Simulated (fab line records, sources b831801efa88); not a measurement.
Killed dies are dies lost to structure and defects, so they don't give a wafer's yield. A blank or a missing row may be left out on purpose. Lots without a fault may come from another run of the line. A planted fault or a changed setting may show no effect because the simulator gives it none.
Which tool did it? | flow sky130 | 7 lots, 21 wafers sampled, at 2 steps of a route of 708

WHAT THE GAUGES READ, wafer by wafer
SKY_LDD_P_OVL_MEAS_08.
lot  | measured     | on         | LDD_P_OVL (nm)
L834 | day 19 02:25 | overlay-02 | -0.8 -0.8 -1.3
L841 | day 22 01:58 | overlay-01 | 0.0 -1.5 -0.7
L844 | day 23 22:52 | overlay-02 | 0.6 1.3 0.8
L846 | day 24 03:37 | overlay-02 | -0.8 -2.5 -1.0
L849 | day 24 19:32 | overlay-01 | 0.7 -0.3 0.9
L850 | day 25 14:51 | overlay-01 | 0.6 0.5 0.2
L855 | day 26 12:40 | overlay-02 | -0.7 0.8 -0.1

WHICH TOOL RAN EACH LOT (tool, then ch and the chambers of the sampled wafers, then the start)
lot  | SKY_VT_ADJUST_HVTP_IMPLANT_09
L834 | implanter-01 ch 0, day 6 04:52
L841 | implanter-03 ch 0, day 8 05:55
L844 | implanter-02 ch 0, day 9 11:58
L846 | implanter-03 ch 0, day 9 14:56
L849 | implanter-01 ch 0, day 10 07:13
L850 | implanter-01 ch 0, day 10 20:34
L855 | implanter-02 ch 0, day 11 17:19
- SKY_VT_ADJUST_HVTP_IMPLANT_09

THE ANSWER, worked out from the rows above alone
Rule: what is usual is taken from the lots themselves. Put in order of their means at a reading, lots are off if they are a third of the lots or fewer, leave a main group of 4 or more, and stand apart from it by a gap of 3 or more times the standard deviation of the main group's means; of several such gaps the widest counts. A main group whose means are all the same, to the digits that the tables above print for the reading, isn't used. A lot without any number at a reading at which 4 lots or more have one is off too. The other lots that the step has rows for count as sound.
No lot is off at any reading shown: from this, nothing can be told.

WHAT THE SIMULATOR HAD PUT IN
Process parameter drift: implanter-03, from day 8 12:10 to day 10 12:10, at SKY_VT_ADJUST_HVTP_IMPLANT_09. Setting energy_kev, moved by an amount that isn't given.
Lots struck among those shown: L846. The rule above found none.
